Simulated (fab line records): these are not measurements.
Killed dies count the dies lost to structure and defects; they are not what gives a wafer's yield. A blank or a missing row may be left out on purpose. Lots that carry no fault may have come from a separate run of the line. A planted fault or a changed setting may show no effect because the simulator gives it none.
Matching of chambers || flow gf180mcu || cmp-01 running GF_V1_CMP_26: 4 sister chambers
The step polishes, stops on SiO2, t overpolish 15 s, target thk 0 nm. 39 wafers are shown with their chamber, then 12 later ones without.

== WAFERS PAIRED WITH THEIR CHAMBERS ==
{"wafer": "L074.2", "chamber": 3, "motor current A (A)": 13.1, "time to endpoint s (s)": 87, "overpolish run s (s)": 15.005}
{"wafer": "L074.4", "chamber": 0, "motor current A (A)": 11.3, "time to endpoint s (s)": 86, "overpolish run s (s)": 15.000}
{"wafer": "L074.6", "chamber": 3, "motor current A (A)": 11.6, "time to endpoint s (s)": 85, "overpolish run s (s)": 14.989}
{"wafer": "L076.1", "chamber": 3, "motor current A (A)": 12.1, "time to endpoint s (s)": 82, "overpolish run s (s)": 14.994}
{"wafer": "L076.2", "chamber": 1, "motor current A (A)": 12.8, "time to endpoint s (s)": 82, "overpolish run s (s)": 15.000}
{"wafer": "L076.3", "chamber": 0, "motor current A (A)": 11.2, "time to endpoint s (s)": 83, "overpolish run s (s)": 14.997}
{"wafer": "L077.1", "chamber": 2, "motor current A (A)": 12.7, "time to endpoint s (s)": 87, "overpolish run s (s)": 14.990}
{"wafer": "L077.4", "chamber": 1, "motor current A (A)": 12.3, "time to endpoint s (s)": 81, "overpolish run s (s)": 14.997}
{"wafer": "L077.6", "chamber": 0, "motor current A (A)": 10.9, "time to endpoint s (s)": 85, "overpolish run s (s)": 15.001}
{"wafer": "L079.2", "chamber": 1, "motor current A (A)": 12.5, "time to endpoint s (s)": 83, "overpolish run s (s)": 15.000}
{"wafer": "L079.3", "chamber": 2, "motor current A (A)": 13.0, "time to endpoint s (s)": 84, "overpolish run s (s)": 14.998}
{"wafer": "L079.4", "chamber": 0, "motor current A (A)": 11.0, "time to endpoint s (s)": 85, "overpolish run s (s)": 15.006}
{"wafer": "L079.1", "chamber": 3, "motor current A (A)": 12.3, "time to endpoint s (s)": 86, "overpolish run s (s)": 15.010}
{"wafer": "L079.5", "chamber": 2, "motor current A (A)": 12.8, "time to endpoint s (s)": 85, "overpolish run s (s)": 14.992}
{"wafer": "L079.6", "chamber": 1, "motor current A (A)": 13.2, "time to endpoint s (s)": 82, "overpolish run s (s)": 14.994}
{"wafer": "L080.1", "chamber": 3, "motor current A (A)": 11.7, "time to endpoint s (s)": 87, "overpolish run s (s)": 14.989}
{"wafer": "L080.2", "chamber": 0, "motor current A (A)": 11.3, "time to endpoint s (s)": 86, "overpolish run s (s)": 15.001}
{"wafer": "L080.3", "chamber": 2, "motor current A (A)": 12.9, "time to endpoint s (s)": 81, "overpolish run s (s)": 15.015}
{"wafer": "L082.2", "chamber": 3, "motor current A (A)": 12.3, "time to endpoint s (s)": 90, "overpolish run s (s)": 14.997}
{"wafer": "L082.3", "chamber": 1, "motor current A (A)": 13.4, "time to endpoint s (s)": 82, "overpolish run s (s)": 15.006}
{"wafer": "L082.5", "chamber": 3, "motor current A (A)": 12.1, "time to endpoint s (s)": 86, "overpolish run s (s)": 14.997}
{"wafer": "L084.4", "chamber": 3, "motor current A (A)": 11.8, "time to endpoint s (s)": 83, "overpolish run s (s)": 14.989}
{"wafer": "L084.5", "chamber": 0, "motor current A (A)": 11.2, "time to endpoint s (s)": 84, "overpolish run s (s)": 15.004}
{"wafer": "L084.6", "chamber": 3, "motor current A (A)": 12.6, "time to endpoint s (s)": 83, "overpolish run s (s)": 14.998}
{"wafer": "L084.1", "chamber": 2, "motor current A (A)": 13.0, "time to endpoint s (s)": 85, "overpolish run s (s)": 14.994}
{"wafer": "L084.2", "chamber": 1, "motor current A (A)": 13.6, "time to endpoint s (s)": 82, "overpolish run s (s)": 15.001}
{"wafer": "L084.3", "chamber": 0, "motor current A (A)": 11.0, "time to endpoint s (s)": 82, "overpolish run s (s)": 14.980}
{"wafer": "L085.3", "chamber": 3, "motor current A (A)": 11.8, "time to endpoint s (s)": 88, "overpolish run s (s)": 14.998}
{"wafer": "L085.5", "chamber": 2, "motor current A (A)": 13.0, "time to endpoint s (s)": 82, "overpolish run s (s)": 15.010}
{"wafer": "L085.6", "chamber": 1, "motor current A (A)": 12.1, "time to endpoint s (s)": 80, "overpolish run s (s)": 15.011}
{"wafer": "L087.2", "chamber": 1, "motor current A (A)": 12.7, "time to endpoint s (s)": 84, "overpolish run s (s)": 14.996}
{"wafer": "L087.4", "chamber": 0, "motor current A (A)": 11.4, "time to endpoint s (s)": 86, "overpolish run s (s)": 15.002}
{"wafer": "L087.6", "chamber": 2, "motor current A (A)": 12.8, "time to endpoint s (s)": 87, "overpolish run s (s)": 14.998}
{"wafer": "L087.1", "chamber": 3, "motor current A (A)": 12.2, "time to endpoint s (s)": 90, "overpolish run s (s)": 14.986}
{"wafer": "L087.3", "chamber": 2, "motor current A (A)": 12.2, "time to endpoint s (s)": 86, "overpolish run s (s)": 14.997}
{"wafer": "L087.5", "chamber": 1, "motor current A (A)": 13.3, "time to endpoint s (s)": 82, "overpolish run s (s)": 15.005}
{"wafer": "L088.1", "chamber": 3, "motor current A (A)": 12.8, "time to endpoint s (s)": 82, "overpolish run s (s)": 15.013}
{"wafer": "L088.4", "chamber": 0, "motor current A (A)": 10.9, "time to endpoint s (s)": 81, "overpolish run s (s)": 15.007}
{"wafer": "L088.6", "chamber": 2, "motor current A (A)": 12.8, "time to endpoint s (s)": 82, "overpolish run s (s)": 15.011}

SIGNATURES (averages over the wafers above)
{"reading": "motor current A", "chamber 0": 11.133, "chamber 1": 12.878, "chamber 2": 12.800, "chamber 3": 12.200, "scatter within a chamber": 0.388}
{"reading": "time to endpoint s", "chamber 0": 84.22, "chamber 1": 82.00, "chamber 2": 84.33, "chamber 3": 85.75, "scatter within a chamber": 2.18}
{"reading": "overpolish run s", "chamber 0": 14.99978, "chamber 1": 15.00111, "chamber 2": 15.00056, "chamber 3": 14.99708, "scatter within a chamber": 0.00797}
Rule: for each reading, subtract the chamber's mean from the wafer's reading, divide by that reading's scatter and square the result; add these up over the readings and take the root, which gives the wafer's distance from the chamber. If the next closest chamber is less than 2 further off than the closest, the wafer can't be placed; otherwise it belongs to the closest. The scatter: take each reading less its chamber's mean, square it, sum over the shown wafers, divide by the number of wafers less the number of chambers, and take the root.

== WAFERS WITH NO CHAMBER GIVEN ==
{"wafer": "L090.2", "motor current A (A)": 14.0, "time to endpoint s (s)": 81, "overpolish run s (s)": 15.010}
{"wafer": "L090.4", "motor current A (A)": 12.1, "time to endpoint s (s)": 89, "overpolish run s (s)": 15.007}
{"wafer": "L090.6", "motor current A (A)": 12.4, "time to endpoint s (s)": 84, "overpolish run s (s)": 15.002}
{"wafer": "L091.2", "motor current A (A)": 12.3, "time to endpoint s (s)": 85, "overpolish run s (s)": 15.011}
{"wafer": "L091.4", "motor current A (A)": 12.7, "time to endpoint s (s)": 86, "overpolish run s (s)": 15.002}
{"wafer": "L091.6", "motor current A (A)": 12.8, "time to endpoint s (s)": 82, "overpolish run s (s)": 15.008}
{"wafer": "L094.1", "motor current A (A)": 12.0, "time to endpoint s (s)": 86, "overpolish run s (s)": 14.992}
{"wafer": "L094.5", "motor current A (A)": 12.1, "time to endpoint s (s)": 87, "overpolish run s (s)": 15.006}
{"wafer": "L094.6", "motor current A (A)": 12.5, "time to endpoint s (s)": 84, "overpolish run s (s)": 14.993}
{"wafer": "L097.1", "motor current A (A)": 12.4, "time to endpoint s (s)": 79, "overpolish run s (s)": 15.001}
{"wafer": "L097.2", "motor current A (A)": 13.0, "time to endpoint s (s)": 80, "overpolish run s (s)": 15.005}
{"wafer": "L097.3", "motor current A (A)": 11.4, "time to endpoint s (s)": 80, "overpolish run s (s)": 14.993}

== WHICH CHAMBER EACH WENT THROUGH ==
{"wafer": "L090.2", "from the rows above": "can't be placed: 1 or 2", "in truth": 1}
{"wafer": "L090.4", "from the rows above": "can't be placed: 3 or 2 or 0 or 1", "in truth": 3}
{"wafer": "L090.6", "from the rows above": "can't be placed: 2 or 3 or 1", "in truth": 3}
{"wafer": "L091.2", "from the rows above": "can't be placed: 3 or 2 or 1 or 0", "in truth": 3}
{"wafer": "L091.4", "from the rows above": "can't be placed: 2 or 3 or 1", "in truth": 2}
{"wafer": "L091.6", "from the rows above": "can't be placed: 1 or 2 or 3", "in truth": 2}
{"wafer": "L094.1", "from the rows above": "can't be placed: 3 or 2 or 0", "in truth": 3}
{"wafer": "L094.5", "from the rows above": "can't be placed: 3 or 2 or 0 or 1", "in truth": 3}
{"wafer": "L094.6", "from the rows above": "can't be placed: 3 or 2 or 1", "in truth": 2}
{"wafer": "L097.1", "from the rows above": "can't be placed: 1 or 2 or 3", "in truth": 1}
{"wafer": "L097.2", "from the rows above": "can't be placed: 1 or 2", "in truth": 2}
{"wafer": "L097.3", "from the rows above": "can't be placed: 0 or 3 or 1", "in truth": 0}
Correctly placed: 0 of 12. From these rows, 12 cannot be placed; in 12 the true chamber is one of the candidates. Placed wrongly: 0.
